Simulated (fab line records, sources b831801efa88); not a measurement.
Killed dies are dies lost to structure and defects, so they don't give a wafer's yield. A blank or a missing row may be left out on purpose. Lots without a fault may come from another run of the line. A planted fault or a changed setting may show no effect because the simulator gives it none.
fab line records | flow sky130
record lots=10 wafers=29 last_day=50
route steps=708 shown VIA3@585 METAL4@601 METAL5@661
lots that met no fault: from a run of the same line without faults
start_h: hours from the record's first day to the start of the lot's first wafer shown | wait_h: hours since the lot's step before | " the same as in the row above | L1.1+2: a row that stands for several wafers | - no value, or no start given | * or withheld: withheld | < > ~ a bound
route shown NAME@n: a module of which the file shows steps, and the number in the route of the first | usual: mean/standard deviation of fault-free wafers | same: alike in all rows | chamber/n: place in a boat | sites: the reading at each site | _std_site: their standard deviation | _edge_site: outer sites' mean less inner sites' | radius_mm: how far each site lies from the wafer's centre | mask NAME#n: copy n | behind: the tool/chamber that last shaped the wafer | hold: why the lot was held/for how many hours/how that ended | device: the transistor (n, p or np) that didn't switch | end of line: the same wafers' tests at the end of the route | a step without rows: its recipe alone | killed: dies lost to structure and defects at the first sort, not the wafer's yield | map: a wafer's dies, x killed, . not, _ none there
set.NAME: the setting as run; set.NAME@STEP: as run at that earlier step | model.NAME: the simulator's own value behind a step, which no gauge read
steps of the route over a sample of lots; a table a step, a row a wafer
services: from which hour (start_h, from the record's first day; less than 0 if before it) a tool's chamber was out of use, for how many hours, and why
## steps
# step SKY_VIA3_CD_MEAS_12
# recipe target_cd_nm=200
# usual cd_nm=199.4/1.2
# columns lot.wafer tool chamber start_h wait_h cd_nm
L471.2 cd_sem-01 - 921.64 - 198.7
L471.3 " - " " 198.6
L471.6 " - " " 198.9
L473.1 cd_sem-01 - 942.64 - 199.8
L473.3 " - " " 198.0
L473.4 " - " " 200.6
L474.1 cd_sem-02 - 951.53 - 200.1
L474.2 " - " " 201.2
L474.6 " - " " 199.4
L476.1 cd_sem-02 - 961.67 - 201.0
L476.3 " - " " 200.4
L476.6 " - " " 200.4
L478.1 cd_sem-01 - 981.94 - 197.2
L478.4 " - " " 199.1
L478.6 " - " " 198.1
L479.2 cd_sem-01 - 987.00 - 199.4
L479.3 " - " " 200.3
L479.4 " - " " 198.6
L481.1 cd_sem-01 - 1002.04 - 198.3
L481.2 " - " " 199.4
L481.4 " - " " 197.7
L482.1 cd_sem-02 - 1005.24 - 199.3
L482.2 " - " " 198.4
L482.3 " - " " 198.4
L487.5 cd_sem-01 - 1062.01 - 199.2
L487.6 " - " " 198.1
L492.3 cd_sem-02 - 1093.43 - 200.7
L492.4 " - " " 202.1
L492.5 " - " " 201.1
# step SKY_METAL4_SPUTTER_03
# recipe material=Ti target_thk_nm=5 power_w=3000 time_s=3.3 chamber_pressure_pa=0.4
# usual throttle_valve_pct=30.2/1.2
# columns lot.wafer tool chamber start_h wait_h throttle_valve_pct
L471.2 pvd_sputter-01 - 923.22 0.0 31.6
L471.3 " - " " 29.9
L471.6 " - " " 31.7
L473.1 pvd_sputter-03 - 944.27 0.0 30.3
L473.3 " - " " 29.0
L473.4 " - " " 30.7
L474.1 pvd_sputter-01 - 953.18 0.0 30.2
L474.2 " - " " 30.0
L474.6 " - " " 30.5
L476.1 pvd_sputter-01 - 963.27 0.0 29.9
L476.3 " - " " 31.2
L476.6 " - " " 28.5
L478.1 pvd_sputter-03 - 983.54 0.0 28.8
L478.4 " - " " 30.9
L478.6 " - " " 30.7
L479.2 pvd_sputter-03 - 988.58 0.0 32.3
L479.3 " - " " 30.4
L479.4 " - " " 30.5
L481.1 pvd_sputter-01 - 1003.65 0.0 30.0
L481.2 " - " " 28.2
L481.4 " - " " 31.2
L482.1 pvd_sputter-01 - 1006.85 0.0 28.0
L482.2 " - " " 31.7
L482.3 " - " " 30.0
L487.5 pvd_sputter-01 - 1063.60 0.0 31.3
L487.6 " - " " 30.3
L492.3 pvd_sputter-04 - 1095.00 0.0 29.4
L492.4 " - " " 29.6
L492.5 " - " " 29.5
# step SKY_METAL5_SPUTTER_00
# recipe material=Ti target_thk_nm=15 power_w=3000 time_s=10 chamber_pressure_pa=0.4
# usual throttle_valve_pct=30.2/1.1
# columns lot.wafer tool chamber start_h wait_h throttle_valve_pct
L471.2 pvd_sputter-03 - 1000.61 0.1 30.7
L471.3 " - " " 29.2
L471.6 " - " " 31.0
L473.1 pvd_sputter-04 - 1018.54 0.1 29.7
L473.3 " - " " 30.5
L473.4 " - " " 31.7
L474.1 pvd_sputter-04 - 1027.87 0.2 31.9
L474.2 " - " " 30.2
L474.6 " - " " 29.5
L476.1 pvd_sputter-04 - 1036.28 0.2 31.7
L476.3 " - " " 29.3
L476.6 " - " " 31.9
L478.1 pvd_sputter-04 - 1054.66 0.2 29.5
L478.4 " - " " 29.4
L478.6 " - " " 29.2
L479.2 pvd_sputter-03 - 1059.37 0.1 30.7
L479.3 " - " " 32.4
L479.4 " - " " 29.1
L481.1 pvd_sputter-03 - 1072.19 0.2 29.2
L481.2 " - " " 32.4
L481.4 " - " " 30.5
L482.1 pvd_sputter-02 - 1076.96 0.1 28.0
L482.2 " - " " 31.0
L482.3 " - " " 31.1
L487.5 pvd_sputter-03 - 1128.76 0.1 30.5
L487.6 " - " " 30.9
L492.3 pvd_sputter-02 - 1156.28 0.2 31.0
L492.4 " - " " 27.8
L492.5 " - " " 31.2
# step SKY_METAL5_SPUTTER_02
# recipe material=AlCu target_thk_nm=1150 power_w=10600 time_s=61.2 chamber_pressure_pa=0.4
# usual throttle_valve_pct=30.2/1.1
# columns lot.wafer tool chamber start_h wait_h throttle_valve_pct
L471.2 pvd_sputter-03 - 1000.65 0.0 30.5
L471.3 " - " " 29.0
L471.6 " - " " 31.0
L473.1 pvd_sputter-04 - 1018.58 0.0 29.5
L473.3 " - " " 30.0
L473.4 " - " " 32.1
L474.1 pvd_sputter-04 - 1027.92 0.0 31.8
L474.2 " - " " 30.3
L474.6 " - " " 29.3
L476.1 pvd_sputter-04 - 1036.33 0.0 31.8
L476.3 " - " " 29.3
L476.6 " - " " 31.9
L478.1 pvd_sputter-04 - 1054.71 0.0 29.4
L478.4 " - " " 29.4
L478.6 " - " " 29.3
L479.2 pvd_sputter-03 - 1059.42 0.0 30.5
L479.3 " - " " 32.1
L479.4 " - " " 29.2
L481.1 pvd_sputter-03 - 1072.24 0.0 29.1
L481.2 " - " " 32.3
L481.4 " - " " 30.2
L482.1 pvd_sputter-02 - 1077.01 0.0 28.0
L482.2 " - " " 31.0
L482.3 " - " " 31.0
L487.5 pvd_sputter-03 - 1128.82 0.0 30.1
L487.6 " - " " 30.8
L492.3 pvd_sputter-02 - 1156.33 0.0 30.9
L492.4 " - " " 28.1
L492.5 " - " " 30.8
# step SKY_METAL5_RS_MEAS_05
# recipe thk_meas_gauge=four-point-probe reads=TiN_of_METAL5_SPUTTER_04+Ti_of_METAL5_SPUTTER_03+AlCu_of_METAL5_SPUTTER_02+TiN_of_METAL5_SPUTTER_01+Ti_of_METAL5_SPUTTER_00
# usual METAL5_ALCU_RS=0.027/0.00026
# columns lot.wafer tool chamber start_h wait_h hold METAL5_ALCU_RS[ohm/sq]
L471.2 film_metro-02 - 1000.79 0.0 - 0.02777
L471.3 " - " " - 0.02733
L471.6 " - " " - 0.02769
L473.1 film_metro-01 - 1018.70 0.0 - 0.02685
L473.3 " - " " - 0.02658
L473.4 " - " " - 0.02663
L474.1 film_metro-01 - 1028.03 0.0 - 0.02713
L474.2 " - " " - 0.02699
L474.6 " - " " - 0.02693
L476.1 film_metro-04 - 1036.45 0.0 - 0.02712
L476.3 " - " " - 0.02696
L476.6 " - " " - 0.02721
L478.1 film_metro-01 - 1054.82 0.0 - 0.02694
L478.4 " - " " - 0.0268
L478.6 " - " " - 0.02704
L479.2 film_metro-02 - 1059.55 0.0 - 0.02746
L479.3 " - " " - 0.02711
L479.4 " - " " - 0.02716
L481.1 film_metro-02 - 1072.36 0.0 - 0.02683
L481.2 " - " " - 0.02678
L481.4 " - " " - 0.02676
L482.1 film_metro-04 - 1077.13 0.0 - 0.02667
L482.2 " - " " - 0.02654
L482.3 " - " " - 0.02665
L487.5 film_metro-04 - 1129.00 0.1 await_dispo/0.2h/release 0.04212
L487.6 " - " " await_dispo/0.2h/release 0.02733
L487.5 film_metro-04 - 1129.28 0.3 - 0.04215
L487.6 " - " " - 0.02731
L492.3 film_metro-01 - 1156.49 0.1 - 0.02693
L492.4 " - " " - 0.02706
L492.5 " - " " - 0.0272
# step SKY_METAL5_THK_MEAS_06
# recipe thk_meas_gauge=xrf reads=AlCu_of_METAL5_SPUTTER_02
# usual METAL5_ALCU_THK=1129/15
# columns lot.wafer tool chamber start_h wait_h hold METAL5_ALCU_THK[nm]
L471.2 film_metro-02 - 1000.90 0.1 - 1084
L471.3 " - " " - 1103
L471.6 " - " " - 1091
L473.1 film_metro-01 - 1018.82 0.1 - 1132
L473.3 " - " " - 1146
L473.4 " - " " - 1145
L474.1 film_metro-01 - 1028.15 0.1 - 1131
L474.2 " - " " - 1133
L474.6 " - " " - 1137
L476.1 film_metro-04 - 1036.57 0.1 - 1130
L476.3 " - " " - 1133
L476.6 " - " " - 1129
L478.1 film_metro-01 - 1054.94 0.1 - 1128
L478.4 " - " " - 1119
L478.6 " - " " - 1116
L479.2 film_metro-02 - 1059.66 0.1 - 1099
L479.3 " - " " - 1119
L479.4 " - " " - 1111
L481.1 film_metro-02 - 1072.48 0.1 - 1128
L481.2 " - " " - 1127
L481.4 " - " " - 1128
L482.1 film_metro-04 - 1077.25 0.1 - 1146
L482.2 " - " " - 1160
L482.3 " - " " - 1153
L487.5 film_metro-04 - 1131.39 2.1 await_dispo/0.2h/release 730
L487.6 " - " " await_dispo/0.2h/release 1125
L487.5 film_metro-04 - 1131.61 0.2 - 732
L487.6 " - " " - 1117
L492.3 film_metro-01 - 1156.59 0.1 - 1126
L492.4 " - " " - 1120
L492.5 " - " " - 1118
# step SKY_METAL5_METAL_ETCH_15
# recipe target_depth_a=12600 stop_on=SiO2 over_etch_frac=0.2 time_s=252 chemistry=Cl2/BCl3 resist_sidewall_deg=86 pressure_mtorr=10 icp_w=900 bias_w=48.5 Cl2_flow_sccm=60 bcl3_flow_sccm=30
# usual drypump_motor_current_A=5.71/0.25 oes_product_au=0.894/0.0048 throttle_valve_pct=22.265/0.0088
# columns lot.wafer tool chamber start_h wait_h drypump_motor_current_A oes_product_au rf_hours_counter_h throttle_valve_pct
L471.2 rie_metal-04 0 1023.18 0.0 5.68 0.892 18 22.267
L471.3 " 1 " " 5.68 0.899 - 22.273
L471.6 " 0 " " 5.67 0.897 - 22.278
L473.1 rie_metal-01 0 1040.68 0.0 5.72 0.891 11 22.270
L473.3 " 1 " " 5.52 0.900 - 22.273
L473.4 " 0 " " 5.73 0.898 - 22.270
L474.1 rie_metal-04 1 1050.03 0.0 5.70 0.890 9 22.276
L474.2 " 0 " " 5.66 0.890 19 22.267
L474.6 " 1 " " 5.69 0.894 - 22.274
L476.1 rie_metal-04 1 1057.71 0.0 5.69 0.891 9 22.265
L476.3 " 1 " " 5.69 0.900 - 22.258
L476.6 " 1 " " 5.69 0.891 - 22.265
L478.1 rie_metal-04 1 1075.83 0.0 5.69 0.895 10 22.278
L478.4 " 0 " " 5.63 0.889 - 22.246
L478.6 " 1 " " 5.69 0.901 - 22.260
L479.2 rie_metal-04 0 1080.06 0.0 5.64 0.894 22 22.260
L479.3 " 0 " " 5.65 0.900 - 22.263
L479.4 " 1 " " 5.67 0.891 - 22.286
L481.1 rie_metal-04 1 1092.73 0.0 5.69 0.896 12 22.270
L481.2 " 0 " " 5.67 0.889 22 22.253
L481.4 " 0 " " 5.66 0.890 - 22.277
L482.1 rie_metal-01 1 1097.63 0.0 5.51 0.897 20 22.267
L482.2 " 0 " " 5.73 0.894 15 22.269
L482.3 " 0 " " 5.72 0.903 - 22.256
L487.5 rie_metal-01 0 1146.59 0.2 5.72 0.732 - 22.252
L487.6 " 1 " " 5.53 0.896 - 22.265
L492.3 rie_metal-01 1 1173.95 0.2 5.54 0.886 - 22.262
L492.4 " 1 " " 5.52 0.887 - 22.261
L492.5 " 1 " " 5.52 0.892 - 22.260
## services
# columns tool chamber start_h hours kind
rie_metal-04 - 904.69 0.1 repair
pvd_sputter-04 - 913.26 2.2 repair
rie_metal-01 - 913.88 0.4 repair
pvd_sputter-04 0 920.86 - consumable_replace:kit
pvd_sputter-04 0 920.86 18.0 scheduled_down
pvd_sputter-04 0 920.86 18.0 vent_cycle
pvd_sputter-01 - 939.47 6.4 repair
rie_metal-04 - 946.55 0.8 repair
rie_metal-01 - 959.83 14.6 pm
pvd_sputter-02 - 972.84 3.3 repair
rie_metal-01 1 976.82 3.3 repair
pvd_sputter-04 - 993.61 7.5 repair
pvd_sputter-02 - 1008.24 1.0 repair
pvd_sputter-02 - 1019.02 8.0 repair
pvd_sputter-01 - 1090.19 5.0 repair
pvd_sputter-04 3 1099.73 - consumable_replace:kit
pvd_sputter-04 3 1099.73 18.0 scheduled_down
rie_metal-01 - 1101.93 2.8 pm
pvd_sputter-03 2 1131.53 - consumable_replace:kit
pvd_sputter-03 2 1131.53 18.0 scheduled_down
pvd_sputter-03 2 1131.53 18.0 vent_cycle
rie_metal-04 - 1136.48 14.6 pm
pvd_sputter-04 - 1161.73 0.8 repair
rie_metal-01 0 1170.48 9.3 repair
## key
first_sign step=SKY_METAL5_RS_MEAS_05 reading=visit direction=added
effect step=SKY_METAL5_RS_MEAS_05 reading=METAL5_ALCU_RS direction=up sigmas=57 usual=0.027 struck=0.04212
effect step=SKY_METAL5_THK_MEAS_06 reading=visit direction=added
effect step=SKY_METAL5_THK_MEAS_06 reading=METAL5_ALCU_THK direction=down sigmas=27 usual=1129 struck=730
effect step=SKY_METAL5_METAL_ETCH_15 reading=oes_product_au direction=down sigmas=34 usual=0.894 struck=0.732
met_at SKY_METAL5_SPUTTER_02
struck_lots L487
struck_wafers L487.5
not_acting_at SKY_VIA3_CD_MEAS_12,SKY_METAL4_SPUTTER_03,SKY_METAL5_SPUTTER_00
onset_between 1072.24 1128.82
fault kind=process_parameter_drift tool=pvd_sputter-03 chamber=- onset_h=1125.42 steps=SKY_METAL5_SPUTTER_02 channel=target_thk_nm offset=-414.37 shape=step end_h=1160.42 scope=struck_wafers_only acts_in=these_recipes_only stated=1150
